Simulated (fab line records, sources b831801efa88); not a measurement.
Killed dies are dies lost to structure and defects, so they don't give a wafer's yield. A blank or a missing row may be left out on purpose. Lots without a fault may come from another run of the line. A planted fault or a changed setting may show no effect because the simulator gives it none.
A struck lot beside a sound one | flow sky130 | 34 steps out of a route of 708
Sound: wafers L567.1, L567.3, L567.5. Struck: wafers L576.2, L576.4, L576.5. The cause comes at the end.
At each step with rows: each side's tool, then ch and its chambers, then its first start. Under that, the readings that differ: sound wafers | struck wafers | difference of the means | sigmas: that difference in standard deviations of wafers without a fault.
alike: readings whose means differ by less than 2 such deviations, and words and numbers that are the same on both sides. not compared: withheld readings, readings that some wafer has no value for, bounds like >300 that may hide the same value, and numbers for which the record gives no deviation and whose values overlap.
The two part at a step that has a row with sigmas, a row that says differs or no value, or rows on one side only. Numbers that don't overlap but have no deviation are shown without sigmas and don't part them. A reading that every wafer of one side lacks parts them only if that side has two wafers or more.

first, 9 steps without rows for these wafers: SKY_METAL3_DESCUM_15 (chemistry O2, time 8 s); SKY_METAL3_ETCH_16 (etches BARC in N2/H2, stops on SiO2, time 88.2 s, target depth 60 nm); SKY_METAL3_ETCH_17 (etches SiO2 in C4F8/O2/Ar, stops on TiN, time 3.9 s, target depth 15 nm); SKY_METAL3_METAL_ETCH_18 (etches the open film in Cl2/BCl3, stops on SiO2, target depth 845 nm, time 183.1 s); SKY_METAL3_STRIP_19 (strips in O2/N2); SKY_METAL3_STRIP_20 (strips in post etch residue remover, time 1200 s); SKY_METAL3_CLEAN_21 (cleans in IPA, time 180 s); SKY_METAL3_CLEAN_22 (cleans in O3/DIW); SKY_VIA3_HDPCVD_00 (deposits SiO2, target thk 1635 nm, time 272.5 s).
SKY_VIA3_CMP_02: polishes SiO2.
  sound on cmp-02 ch 1,3, day 42 05:14; struck on cmp-01 ch 0,2,3, day 45 02:44
  alike: motor_current_A, slurry_filter_dp_kPa
then, 23 steps without rows for these wafers: SKY_VIA3_DEHYDRATE_04 (time 60 s); SKY_VIA3_HMDS_05 (prime time 60 s); SKY_VIA3_COAT_06 (resist thk 60 nm); SKY_VIA3_COAT_07 (resist thk 450 nm); SKY_VIA3_SOFTBAKE_08 (time 90 s); SKY_VIA3_EXPOSE_09 (exposes mask VIM3, target cd 200 nm); SKY_VIA3_PEB_10; SKY_VIA3_DEVELOP_11 (develop time 60 s); SKY_VIA3_ETCH_14 (etches BARC in N2/H2, stops on SiO2, time 45.9 s, target depth 60 nm); SKY_VIA3_ETCH_15 (etches SiO2 in C4F8/O2/Ar, stops on TiN, target depth 507 nm, time 78 s); SKY_VIA3_STRIP_16 (strips in O2/N2); SKY_VIA3_STRIP_17 (strips in post etch residue remover, time 1200 s); SKY_VIA3_CLEAN_18 (cleans in IPA, time 180 s); SKY_VIA3_CLEAN_19 (cleans in O3/DIW); SKY_VIA3_SPUTTER_20 (material TiN, target thk 20 nm, time 80 s); SKY_VIA3_CVD_21 (deposits W, target thk 390 nm, time 117.31 s); SKY_VIA3_CMP_24 (polishes, stops on SiO2, t overpolish 20 s, target thk 0 nm); SKY_METAL4_SPUTTER_00 (material Ti, target thk 15 nm, time 10 s); SKY_METAL4_SPUTTER_01 (material TiN, target thk 20 nm, time 16.7 s); SKY_METAL4_SPUTTER_02 (material AlCu, target thk 735 nm, time 39.1 s); SKY_METAL4_SPUTTER_03 (material Ti, target thk 5 nm, time 3.3 s); SKY_METAL4_SPUTTER_04 (material TiN, target thk 70 nm, time 58.3 s); SKY_CAP2M_CVD_00 (deposits SiO2, target thk 15.5 nm).
-- the record jumps here: 6 days lie between the struck wafers' starts before and after (it left off in module CAP2M and takes up again in module PAD_OPEN, whose first step shown is number 708 of the route) --
SKY_PAD_OPEN_PROBE_99:
  sound on prober-02, day 48 18:37; struck on prober-01, day 50 23:08
  reading                               | sound             | struck            | difference | sigmas
  defect_limited_yield (%)              | 80.5 82.3 81.9    | 57.1 58.1 56.1    | -24.5      | -14
  killed_at_M0_to_M3                    | 55 48 42          | 174 175 168       | +124       | +19
  killed_dies                           | 96 87 89          | 211 206 216       | +120       | +14
  killed_on_rim                         | 15 18 21          | 46 39 36          | +22        | +6
  sort_bin_3_pad_short (%)              | 1.0 0.8 1.2       | 3.3 3.3 2.2       | +1.9       | +4
  sort_bin_5_function (%)               | 9.3 9.3 8.9       | 26.2 27.0 29.1    | +18.3      | +11
  sort_bin_6_memory (%)                 | 9.1 7.5 7.9       | 13.4 11.6 12.6    | +4.4       | +4
  sort_n_pass                           | 396 405 403       | 281 286 276       | -120       | -14
  sort_yield_pct (%)                    | 80.5 82.3 81.9    | 57.1 58.1 56.1    | -24.5      | -14
  model.etest.tester.sort_n_pass        | 396 405 403       | 281 286 276       | -120       |
  model.etest.tester.sort_yield_pct (%) | 80.49 82.32 81.91 | 57.11 58.13 56.1  | -24.46     |
  model.etest.tester.sort_bin_5_pct (%) | 9.35 9.35 8.943   | 26.22 27.03 29.07 | +18.23     |
  model.etest.tester.sort_bin_6_pct (%) | 9.146 7.52 7.927  | 13.41 11.59 12.6  | +4.34      |
  model.etest.tester.sort_bin_3_pct (%) | 1.016 0.813 1.22  | 3.252 3.252 2.236 | +1.897     |
  alike: killed_at_M4_up, killed_at_contacts, killed_at_front_end, killed_at_other, killed_open, killed_short

WHERE THEY PART
Only at SKY_PAD_OPEN_PROBE_99, within this record.

WHY: what the simulator had put in
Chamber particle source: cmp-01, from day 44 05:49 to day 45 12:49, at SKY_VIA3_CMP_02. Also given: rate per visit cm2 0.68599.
